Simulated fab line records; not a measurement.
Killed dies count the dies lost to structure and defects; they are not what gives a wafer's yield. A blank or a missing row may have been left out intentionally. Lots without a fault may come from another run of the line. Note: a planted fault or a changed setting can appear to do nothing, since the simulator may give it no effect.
A struck lot beside a sound one + flow sky130 + 17 steps out of a route of 708
Sound: these wafers, L404.1, L404.3, L404.5. The struck wafers were L411.4, L411.5, L411.6. The cause comes at the end.
At each step with rows: each side's tool, then ch and its chambers, then its first start. Under that, the readings that differ: sound wafers + struck wafers + difference of the means + sigmas: that difference in standard deviations of wafers without a fault.
alike: same words and numbers on both sides, and readings whose means sit less than 2 such deviations apart. not compared: any withheld reading, any reading some wafer has no value for, any bound like >300 that may hide the same value, and any number with overlapping values for which the record gives no deviation.
Wherever a step has rows on one side only, a row that says differs or no value, or a row with sigmas, the two part there. Numbers that have no deviation but don't overlap get no sigmas and don't part them. A reading missing from all wafers of one side parts the sides only when that side holds two or more wafers.

first, 5 steps without rows for these wafers: SKY_CONTACT_STRIP_20 (strips in post etch residue remover, time 1200 s); SKY_CONTACT_CLEAN_21 (cleans in IPA, time 180 s); SKY_CONTACT_CLEAN_22 (cleans in O3/DIW); SKY_CONTACT_SPUTTER_23 (material TiN, target thk 20 nm, time 80 s); SKY_CONTACT_CVD_24 (deposits W, target thk 340 nm, time 102.12 s).
SKY_CONTACT_RS_MEAS_25: measures by four-point-probe.
  sound: film-metro-04 at day 35 11:38; struck: film-metro-01 at day 37 10:10
  alike: CONTACT_W_RS
SKY_CONTACT_THK_MEAS_26: measures by xrf.
  sound: film-metro-04 at day 35 11:46; struck: film-metro-01 at day 37 10:16
  alike: CONTACT_W_THK
SKY_CONTACT_CMP_27: polishes, stops on SiO2, t overpolish 15 s, target thk 0 nm.
  sound on cmp-02 ch 1,2, day 35 11:49; struck on cmp-01 ch 0,3, day 37 10:17
  alike: head-pressure-psi, motor-current-A, overpolish-run-s, time-to-endpoint-s
SKY_METAL1_SPUTTER_00: material Ti, target thk 15 nm, time 10 s.
  sound: pvd-sputter-03 at day 35 12:07; struck: pvd-sputter-03 at day 37 10:35
  alike: cathode-dc-power-W, chamber-pressure-pa, throttle-valve-pct
SKY_METAL1_SPUTTER_01: material TiN, target thk 20 nm, time 16.7 s.
  sound: pvd-sputter-03 at day 35 12:09; struck: pvd-sputter-03 at day 37 10:37
  alike: cathode-dc-power-W, chamber-pressure-pa, throttle-valve-pct
SKY_METAL1_SPUTTER_02: material AlCu, target thk 250 nm, time 13.3 s.
  sound: pvd-sputter-03 at day 35 12:11; struck: pvd-sputter-03 at day 37 10:38
  alike: cathode-dc-power-W, chamber-pressure-pa, throttle-valve-pct
SKY_METAL1_SPUTTER_03: material Ti, target thk 5 nm, time 3.3 s.
  sound: pvd-sputter-03 at day 35 12:13; struck: pvd-sputter-03 at day 37 10:40
  alike: cathode-dc-power-W, chamber-pressure-pa, throttle-valve-pct
SKY_METAL1_SPUTTER_04: material TiN, target thk 70 nm, time 58.3 s.
  sound: pvd-sputter-03 at day 35 12:14; struck: pvd-sputter-03 at day 37 10:41
  no value came back on the struck wafers for cathode-dc-power-W (W), chamber-pressure-pa (Pa), throttle-valve-pct (%); on the sound wafers cathode-dc-power-W (W) reads 6499.3 6502.3 6500.0
SKY_METAL1_RS_MEAS_05: measures by four-point-probe.
  sound: film-metro-04 at day 35 12:17; struck: film-metro-04 at day 37 10:47
  alike: METAL1_ALCU_RS
SKY_METAL1_THK_MEAS_06: measures by xrf.
  sound: film-metro-04 at day 35 12:24; struck: film-metro-04 at day 37 10:53
| reading              | sound             | struck            | difference | sigmas |
|----------------------|-------------------|-------------------|------------|--------|
| METAL1_ALCU_THK (nm) | 256.1 250.7 259.2 | 297.2 295.6 294.9 | +40.6      | +14    |
then, 1 step without rows for these wafers: SKY_METAL1_DEHYDRATE_07 (time 60 s).
-- the record jumps here: 13 days lie between the struck wafers' starts before and after (it left off in module METAL1 and takes up again in module PAD_OPEN, whose first step shown is number 708 of the route) --
SKY_PAD_OPEN_PROBE_99:
  sound: prober-02 at day 48 17:13; struck: prober-01 at day 50 01:30
| reading                       | sound             | struck            | difference | sigmas |
|-------------------------------|-------------------|-------------------|------------|--------|
| killed-short                  | 50 55 38          | 22 35 45          | -14        | -2     |
| sort_bin_6_memory (%)         | 7.9 9.1 7.9       | 5.7 4.5 6.3       | -2.8       | -2     |
| model.etest.via1-chain.rc-ohm | 16.98 15.85 17.04 | 26.27 27.32 27.21 | +10.31     |        |
  alike: defect-limited-yield, killed_at_M0_to_M3, killed_at_M4_up, killed-at-contacts, killed-at-front-end, killed-at-other, killed-dies, killed-on-rim, killed-open, sort_bin_3_pad_short, sort_bin_5_function, sort-n-pass, sort-yield-pct

WHERE THEY PART
Earliest at SKY_METAL1_SPUTTER_04; latest, in this record, at SKY_PAD_OPEN_PROBE_99.

WHY: the cause the simulator had injected
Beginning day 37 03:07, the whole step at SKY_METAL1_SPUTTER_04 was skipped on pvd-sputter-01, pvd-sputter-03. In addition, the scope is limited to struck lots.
